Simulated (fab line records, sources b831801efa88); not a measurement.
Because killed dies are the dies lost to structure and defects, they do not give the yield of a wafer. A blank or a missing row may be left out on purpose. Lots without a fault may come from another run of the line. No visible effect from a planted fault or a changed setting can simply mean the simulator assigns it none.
fab line records + flow sky130
record
- lots=6
- wafers=18
- last_day=49
route steps=708 shown POLY_GATE@235 LDD_N@237 PAD_OPEN@708
lots with no fault: from the same line, run without faults
start_h: the number of hours between the record's first day and the start of the first shown wafer of the lot + wait_h: time in hours since the lot's previous step + " repeats the value in the row above + L1.1+2: one row covering several wafers at once + - either no value or no given start + * or withheld: withheld + < > ~ a bound
route shown NAME@n: a module of which the file shows steps, and the number in the route of the first + usual: average and standard deviation across the fault-free wafers + same: alike in all rows + chamber/n: place in a boat + sites: readings site by site + _std_site: standard deviation of those values + _edge_site: outer sites' mean less inner sites' + radius_mm: how far each site lies from the wafer's centre + mask NAME#n: copy n + behind: the most recent tool/chamber to have shaped the wafer + hold: why the lot was held/for how many hours/how that ended + device: the n, p or np transistor that did not switch + end of line: the tests these same wafers got at the end of their route + where a step has no rows: the recipe by itself + killed: count of dies lost to structure and defects at first sort (not the wafer's yield) + map: a wafer's dies, marking killed ones x, the rest . and places with no die _
set.NAME: the run value of the setting; set.NAME@STEP: its run value at that earlier step + model.NAME: the simulator's own value behind a step, which no gauge read
certain route steps with their lots: each step a table, each wafer a row
services: from which hour (start_h, from the record's first day; less than 0 if before it) a tool's chamber was out of use, for how many hours, and why
## steps
# step SKY_POLY_GATE_THK_MEAS_21
# recipe
- reads=SiO2_of_POLY_GATE_OXIDATION_20
# usual
- POLY_GATE_OXIDATION_THK=3.99/0.077
| lot.wafer | tool          | chamber | start_h | wait_h | POLY_GATE_OXIDATION_THK[nm] |
|-----------|---------------|---------|---------|--------|-----------------------------|
| L937.1    | film_metro-03 | -       | 398.75  | 0.0    | 4.02                        |
| L937.4    | "             | -       | "       | "      | 3.99                        |
| L937.6    | "             | -       | "       | "      | 4.11                        |
| L938.1    | film_metro-01 | -       | 413.07  | 0.0    | 4.06                        |
| L938.2    | "             | -       | "       | "      | 4.05                        |
| L938.3    | "             | -       | "       | "      | 4.06                        |
| L943.2    | film_metro-02 | -       | 441.43  | 0.0    | 4.05                        |
| L943.3    | "             | -       | "       | "      | 4.14                        |
| L943.5    | "             | -       | "       | "      | 4.02                        |
| L952.2    | film_metro-02 | -       | 523.52  | 0.0    | 3.86                        |
| L952.4    | "             | -       | "       | "      | 3.91                        |
| L952.5    | "             | -       | "       | "      | 3.86                        |
| L954.2    | film_metro-01 | -       | 531.27  | 0.0    | 3.87                        |
| L954.3    | "             | -       | "       | "      | 3.86                        |
| L954.4    | "             | -       | "       | "      | 3.90                        |
| L955.1    | film_metro-03 | -       | 542.06  | 0.0    | 4.11                        |
| L955.4    | "             | -       | "       | "      | 4.17                        |
| L955.5    | "             | -       | "       | "      | 4.14                        |
# step SKY_POLY_GATE_CD_MEAS_22
# usual
- cd_nm=150.3/2.6
| lot.wafer | tool      | chamber | start_h | wait_h | cd_nm |
|-----------|-----------|---------|---------|--------|-------|
| L937.1    | cd_sem-01 | -       | 398.81  | 0.1    | 151.5 |
| L937.4    | "         | -       | "       | "      | 149.7 |
| L937.6    | "         | -       | "       | "      | 150.9 |
| L938.1    | cd_sem-01 | -       | 413.13  | 0.1    | 145.4 |
| L938.2    | "         | -       | "       | "      | 152.1 |
| L938.3    | "         | -       | "       | "      | 151.0 |
| L943.2    | cd_sem-01 | -       | 441.50  | 0.1    | 148.1 |
| L943.3    | "         | -       | "       | "      | 144.5 |
| L943.5    | "         | -       | "       | "      | 144.1 |
| L952.2    | cd_sem-01 | -       | 523.59  | 0.1    | 142.4 |
| L952.4    | "         | -       | "       | "      | 149.0 |
| L952.5    | "         | -       | "       | "      | 152.5 |
| L954.2    | cd_sem-01 | -       | 531.34  | 0.1    | 148.1 |
| L954.3    | "         | -       | "       | "      | 150.9 |
| L954.4    | "         | -       | "       | "      | 151.0 |
| L955.1    | cd_sem-02 | -       | 542.12  | 0.1    | 151.9 |
| L955.4    | "         | -       | "       | "      | 151.8 |
| L955.5    | "         | -       | "       | "      | 151.6 |
# step SKY_LDD_N_DEHYDRATE_00
# recipe
- temp_c=200
- time_s=60
# step SKY_LDD_N_HMDS_01
# recipe
- prime_time_s=60
- prime_temp_c=120
# step SKY_LDD_N_COAT_02
# recipe
- resist=NOVOLAK
- spin_rpm=3000
- resist_thk_nm=300
# step SKY_LDD_N_SOFTBAKE_03
# recipe
- temp_c=90
- time_s=60
- resist=NOVOLAK
# step SKY_LDD_N_EXPOSE_04
# recipe
- mask_id=NTM
- target_cd_nm=840
- na=0.6
- source_shape=conventional
- sigma_outer=0.6
- dose_mj=110
# step SKY_LDD_N_PEB_05
# recipe
- temp_c=withheld
- time_s=*
- resist=NOVOLAK
# step SKY_LDD_N_DEVELOP_06
# recipe
- develop_time_s=60
- dev_temp_c=23
# step SKY_LDD_N_OVL_MEAS_07
# usual
- LDD_N_OVL=-1.1/1.4
| lot.wafer | tool       | chamber | start_h | wait_h | LDD_N_OVL[nm] |
|-----------|------------|---------|---------|--------|---------------|
| L937.1    | overlay-02 | -       | 429.06  | 0.1    | 0.3           |
| L937.4    | "          | -       | "       | "      | -0.3          |
| L937.6    | "          | -       | "       | "      | 1.2           |
| L938.1    | overlay-01 | -       | 443.43  | 0.1    | -1.6          |
| L938.2    | "          | -       | "       | "      | -1.0          |
| L938.3    | "          | -       | "       | "      | -2.8          |
| L943.2    | overlay-02 | -       | 472.67  | 0.1    | -1.3          |
| L943.3    | "          | -       | "       | "      | -1.0          |
| L943.5    | "          | -       | "       | "      | -0.7          |
| L952.2    | overlay-01 | -       | 553.16  | 0.1    | -3.2          |
| L952.4    | "          | -       | "       | "      | -1.6          |
| L952.5    | "          | -       | "       | "      | -2.4          |
| L954.2    | overlay-01 | -       | 561.46  | 0.1    | -1.0          |
| L954.3    | "          | -       | "       | "      | -0.4          |
| L954.4    | "          | -       | "       | "      | -0.9          |
| L955.1    | overlay-02 | -       | 572.50  | 0.1    | -0.6          |
| L955.4    | "          | -       | "       | "      | 0.0           |
| L955.5    | "          | -       | "       | "      | 1.0           |
# step SKY_LDD_N_IMPLANT_08
# recipe
- species=As
- energy_kev=20
- dose_cm2=7.5e+13
- tilt_deg=withheld
- rotation_deg=23
# step SKY_LDD_N_IMPLANT_09
# recipe
- species=As
- energy_kev=20
- dose_cm2=7.5e+13
- tilt_deg=withheld
- rotation_deg=113
# step SKY_LDD_N_IMPLANT_10
# recipe
- species=As
- energy_kev=20
- dose_cm2=7.5e+13
- tilt_deg=withheld
- rotation_deg=203
# usual
- dose_ions_cm2=7.499e+13/7.9e+10
- faraday_current_uA=424/8.7
| lot.wafer | tool         | chamber | start_h | wait_h | dose_ions_cm2 | faraday_current_uA |
|-----------|--------------|---------|---------|--------|---------------|--------------------|
| L937.1    | implanter-04 | 0       | 429.40  | 0.1    | 7.503e+13     | 423                |
| L937.4    | "            | 0       | "       | "      | 7.504e+13     | 415                |
| L937.6    | "            | 0       | "       | "      | 7.505e+13     | 442                |
| L938.1    | implanter-01 | 0       | 443.77  | 0.1    | 7.493e+13     | 423                |
| L938.2    | "            | 0       | "       | "      | 7.518e+13     | 431                |
| L938.3    | "            | 0       | "       | "      | 7.501e+13     | 426                |
| L943.2    | implanter-01 | 0       | 473.03  | 0.1    | 7.504e+13     | 422                |
| L943.3    | "            | 0       | "       | "      | 7.499e+13     | 426                |
| L943.5    | "            | 0       | "       | "      | 7.503e+13     | 406                |
| L952.2    | implanter-04 | 0       | 553.82  | 0.1    | 6.812e+13     | 388                |
| L952.4    | "            | 0       | "       | "      | 6.835e+13     | 376                |
| L952.5    | "            | 0       | "       | "      | 6.822e+13     | 388                |
| L954.2    | implanter-04 | 0       | 561.81  | 0.1    | 6.822e+13     | 362                |
| L954.3    | "            | 0       | "       | "      | 6.834e+13     | 377                |
| L954.4    | "            | 0       | "       | "      | 6.825e+13     | 392                |
| L955.1    | implanter-02 | 0       | 572.84  | 0.1    | 7.491e+13     | 428                |
| L955.4    | "            | 0       | "       | "      | 7.489e+13     | 434                |
| L955.5    | "            | 0       | "       | "      | 7.493e+13     | 414                |
# step SKY_LDD_N_IMPLANT_11
# recipe
- species=As
- energy_kev=20
- dose_cm2=7.5e+13
- tilt_deg=withheld
- rotation_deg=293
# step SKY_PAD_OPEN_PROBE_99
# usual
- killed_at_M0_to_M3=43/7
- killed_at_M4_up=3.1/1.9
- killed_at_contacts=25/6.1
- killed_at_front_end=15/4.5
- killed_at_other=0.3/0.55
- killed_dies=87/8.9
- killed_open=47/6.4
- killed_short=40/6.6
# same
- gross_dies=492
- killed_at_back_side=0
| lot.wafer | tool      | chamber | start_h | wait_h | killed_at_M0_to_M3 | killed_at_M4_up | killed_at_contacts | killed_at_front_end | killed_at_other | killed_dies | killed_open | killed_short | model.etest.tip_n.rs_ohm_sq |
|-----------|-----------|---------|---------|--------|--------------------|-----------------|--------------------|---------------------|-----------------|-------------|-------------|--------------|-----------------------------|
| L954.2    | prober-01 | -       | 1178.44 | 0.1    | 32                 | 2               | 28                 | 20                  | 0               | 82          | 53          | 29           | 450                         |
| L954.3    | prober-01 | -       | 1178.49 | 0.2    | 45                 | 3               | 37                 | 11                  | 0               | 96          | 61          | 33           | 446.9                       |
| L954.4    | prober-01 | -       | 1178.54 | 0.2    | 33                 | 4               | 28                 | 15                  | 0               | 80          | 41          | 36           | 451.4                       |
| L952.2    | prober-02 | -       | 1178.61 | 0.1    | 47                 | 2               | 14                 | 26                  | 0               | 89          | 53          | 36           | 446.3                       |
| L952.4    | prober-02 | -       | 1178.71 | 0.2    | 34                 | 6               | 29                 | 17                  | 0               | 86          | 46          | 40           | 448                         |
| L952.5    | prober-02 | -       | 1178.76 | 0.2    | 39                 | 2               | 37                 | 18                  | 0               | 96          | 47          | 49           | 444.6                       |
| L955.1    | prober-01 | -       | 1185.26 | 0.1    | 53                 | 1               | 21                 | 18                  | 0               | 93          | 50          | 43           | 441                         |
| L955.4    | prober-01 | -       | 1185.41 | 0.2    | 47                 | 0               | 27                 | 20                  | 1               | 95          | 47          | 48           | 438.9                       |
| L955.5    | prober-01 | -       | 1185.46 | 0.2    | 48                 | 3               | 22                 | 11                  | 0               | 84          | 43          | 41           | 442                         |
# killed by level:class
L954.2 CONTACT:geometric_particle:open=16 FIELD_ISO:geometric_particle:open=8 VIA1:geometric_particle:open=8 VIA1:geometric_particle:short=5 FIELD_ISO:geometric_particle:short=4 METAL2:geometric_particle:short=4 POLY_GATE:geometric_particle:open=4 VIA3:geometric_particle:open=4
L954.3 CONTACT:geometric_particle:open=17 VIA1:geometric_particle:open=11 VIA2:geometric_particle:open=10 VIA3:geometric_particle:open=8 LOCAL_INTERCONNECT:geometric_particle:short=7 METAL2:geometric_particle:short=7 LI_CONTACT:geometric_particle:open=6 VIA1:geometric_particle:short=4
L954.4 CONTACT:geometric_particle:open=13 VIA1:geometric_particle:open=7 METAL1:geometric_particle:short=6 LI_CONTACT:geometric_particle:open=6 CONTACT:geometric_particle:short=6 VIA3:geometric_particle:open=6 FIELD_ISO:geometric_particle:short=5 METAL2:geometric_particle:short=5
L952.2 VIA1:geometric_particle:open=12 VIA2:geometric_particle:open=11 VIA1:geometric_particle:short=7 CONTACT:geometric_particle:open=6 FIELD_ISO:geometric_particle:open=6 POLY_GATE:geometric_particle:open=6 FIELD_ISO:geometric_particle:short=5 POLY_GATE:geometric_particle:short=5
L952.4 CONTACT:geometric_particle:open=13 VIA1:geometric_particle:open=9 FIELD_ISO:geometric_particle:open=6 CONTACT:geometric_particle:short=6 METAL4:geometric_particle:short=6 FIELD_ISO:geometric_particle:short=5 LI_CONTACT:geometric_particle:open=5 VIA2:geometric_particle:open=5
L952.5 CONTACT:geometric_particle:open=14 VIA2:geometric_particle:open=8 METAL2:geometric_particle:short=8 VIA1:geometric_particle:open=7 LI_CONTACT:geometric_particle:short=6 LI_CONTACT:geometric_particle:open=6 CONTACT:geometric_particle:short=6 FIELD_ISO:geometric_particle:short=5
L955.1 VIA3:geometric_particle:open=13 CONTACT:geometric_particle:open=10 METAL2:geometric_particle:short=10 VIA1:geometric_particle:open=7 VIA2:geometric_particle:open=7 FIELD_ISO:geometric_particle:short=6 LI_CONTACT:geometric_particle:open=5 POLY_GATE:geometric_particle:short=4
L955.4 VIA1:geometric_particle:open=13 CONTACT:geometric_particle:open=8 POLY_GATE:geometric_particle:open=6 LOCAL_INTERCONNECT:geometric_particle:short=6 VIA3:geometric_particle:open=6 METAL1:geometric_particle:short=6 METAL2:geometric_particle:short=6 VIA1:geometric_particle:short=5
L955.5 CONTACT:geometric_particle:open=11 VIA1:geometric_particle:open=10 VIA3:geometric_particle:open=9 VIA2:geometric_particle:open=6 METAL1:geometric_particle:short=6 POLY_GATE:geometric_particle:short=5 METAL2:geometric_particle:short=5 VIA1:geometric_particle:short=4
## services
| tool         | chamber | start_h | hours | kind   |
|--------------|---------|---------|-------|--------|
| implanter-04 | -       | 421.08  | 4.0   | pm     |
| implanter-02 | -       | 422.42  | 3.4   | repair |
| implanter-01 | -       | 432.44  | 3.0   | pm     |
| implanter-01 | -       | 502.54  | 2.8   | repair |
| implanter-02 | -       | 538.73  | 4.0   | pm     |
| implanter-01 | -       | 552.13  | 5.5   | repair |
## key
first_sign
- step=SKY_LDD_N_IMPLANT_10
- reading=dose_ions_cm2
- direction=down
- sigmas=85
- usual=*
- struck=*
effect
- step=SKY_LDD_N_IMPLANT_10
- reading=faraday_current_uA
- direction=down
- sigmas=5
- usual=424
- struck=380
model_effect
- step=SKY_PAD_OPEN_PROBE_99
- value=etest.tip_n.rs_ohm_sq
- without=441.5
- struck=447.9
met_at SKY_LDD_N_IMPLANT_10
struck_wafers L952.2,L952.4,L952.5,L954.2,L954.3,L954.4
tester_left_out L952,L954
onset_between 429.40 553.82
fault
- kind=process_parameter_drift
- tool=implanter-04
- chamber=-
- onset_h=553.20
- steps=SKY_LDD_N_IMPLANT_10
- channel=dose_cm2
- offset=*
- shape=step
- end_h=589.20
- acts_in=*
- stated=*
# tester_left_out: of these lots the tester's yield and bins aren't shown, on N5 and GAA mostly nor the transistor test; their killed dies are dies lost to structure and defects alone, not to doping, threshold or leakage, so they don't give the yield
